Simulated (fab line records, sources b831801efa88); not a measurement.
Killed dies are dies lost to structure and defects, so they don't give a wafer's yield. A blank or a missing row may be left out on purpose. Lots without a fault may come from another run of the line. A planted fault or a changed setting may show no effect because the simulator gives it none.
A struck lot beside a sound one | flow sky130 | 17 steps out of a route of 708
Sound: wafers L729.1, L729.2, L729.4. Struck: wafers L746.1, L746.2, L746.3. The cause comes at the end.
At each step with rows: each side's tool, then ch and its chambers, then its first start. Under that, the readings that differ: sound wafers | struck wafers | difference of the means | sigmas: that difference in standard deviations of wafers without a fault.
alike: readings whose means differ by less than 2 such deviations, and words and numbers that are the same on both sides. not compared: withheld readings, readings that some wafer has no value for, bounds like >300 that may hide the same value, and numbers for which the record gives no deviation and whose values overlap.
The two part at a step that has a row with sigmas, a row that says differs or no value, or rows on one side only. Numbers that don't overlap but have no deviation are shown without sigmas and don't part them. A reading that every wafer of one side lacks parts them only if that side has two wafers or more.

first, 4 steps without rows for these wafers: SKY_CONTACT_STRIP_20 (strips in post etch residue remover, time 1200 s); SKY_CONTACT_CLEAN_21 (cleans in IPA, time 180 s); SKY_CONTACT_CLEAN_22 (cleans in O3/DIW); SKY_CONTACT_SPUTTER_23 (material TiN, target thk 20 nm, time 80 s).
SKY_CONTACT_CVD_24: deposits W, target thk 340 nm, time 102.12 s.
  sound on cvd_w-01 ch 0,1, day 31 07:03; struck on cvd_w-01 ch 0,1, day 37 03:35
  alike: heater_power_w
SKY_CONTACT_RS_MEAS_25: measures by four-point-probe.
  sound on film_metro-04, day 31 07:10; struck on film_metro-02, day 37 03:41
  alike: CONTACT_W_RS
SKY_CONTACT_THK_MEAS_26: measures by xrf.
  sound on film_metro-04, day 31 07:17; struck on film_metro-02, day 37 03:49
  alike: CONTACT_W_THK
then, 1 step without rows for these wafers: SKY_CONTACT_CMP_27 (polishes, stops on SiO2, t overpolish 15 s, target thk 0 nm).
SKY_METAL1_SPUTTER_00: material Ti, target thk 15 nm, time 10 s.
  sound on pvd_sputter-01, day 31 07:38; struck on pvd_sputter-04, day 37 04:10
  alike: cathode_dc_power_W, chamber_pressure_pa, throttle_valve_pct
SKY_METAL1_SPUTTER_01: material TiN, target thk 20 nm, time 16.7 s.
  sound on pvd_sputter-01, day 31 07:40; struck on pvd_sputter-04, day 37 04:11
  alike: cathode_dc_power_W, chamber_pressure_pa, throttle_valve_pct
SKY_METAL1_SPUTTER_02: material AlCu, target thk 250 nm, time 13.3 s.
  sound on pvd_sputter-01, day 31 07:41; struck on pvd_sputter-04, day 37 04:13
  alike: cathode_dc_power_W, chamber_pressure_pa, throttle_valve_pct
SKY_METAL1_SPUTTER_03: material Ti, target thk 5 nm, time 3.3 s.
  sound on pvd_sputter-01, day 31 07:43; struck on pvd_sputter-04, day 37 04:14
  alike: cathode_dc_power_W, chamber_pressure_pa, throttle_valve_pct
SKY_METAL1_SPUTTER_04: material TiN, target thk 70 nm, time 58.3 s.
  sound on pvd_sputter-01, day 31 07:44; struck on pvd_sputter-04, day 37 04:16
  no value came back on the struck wafers for cathode_dc_power_W (W), chamber_pressure_pa (Pa), throttle_valve_pct (%); on the sound wafers cathode_dc_power_W (W) reads 6498.5 6500.6 6499.8
SKY_METAL1_RS_MEAS_05: measures by four-point-probe.
  sound on film_metro-02, day 31 07:47; struck on film_metro-01, day 37 04:19
  alike: METAL1_ALCU_RS
SKY_METAL1_THK_MEAS_06: measures by xrf.
  sound on film_metro-02, day 31 07:54; struck on film_metro-01, day 37 04:26
  reading              | sound       | struck      | difference | sigmas
  METAL1_ALCU_THK (nm) | 250 248 248 | 288 289 281 | +37        | +11
then, 1 step without rows for these wafers: SKY_METAL1_DEHYDRATE_07 (time 60 s).
-- the record jumps here: 13 days lie between the struck wafers' starts before and after (it left off in module METAL1 and takes up again in module PAD_OPEN, whose first step shown is number 708 of the route) --
SKY_PAD_OPEN_PROBE_99:
  sound on prober-01, day 45 09:17; struck on prober-01, day 49 19:22
  reading                       | sound            | struck           | difference | sigmas
  killed_on_rim                 | 25 16 21         | 14 13 9          | -9         | -2
  model.etest.via1_chain.rc_ohm | 16.89 16.55 17.1 | 24.95 26.61 26.5 | +9.17      |
  alike: defect_limited_yield, killed_at_M0_to_M3, killed_at_M4_up, killed_at_contacts, killed_at_front_end, killed_at_other, killed_dies, killed_open, killed_short, sort_bin_3_pad_short, sort_bin_5_function, sort_bin_6_memory, sort_n_pass, sort_yield_pct

WHERE THEY PART
First at SKY_METAL1_SPUTTER_04; last, within this record, at SKY_PAD_OPEN_PROBE_99.

WHY: what the simulator had put in
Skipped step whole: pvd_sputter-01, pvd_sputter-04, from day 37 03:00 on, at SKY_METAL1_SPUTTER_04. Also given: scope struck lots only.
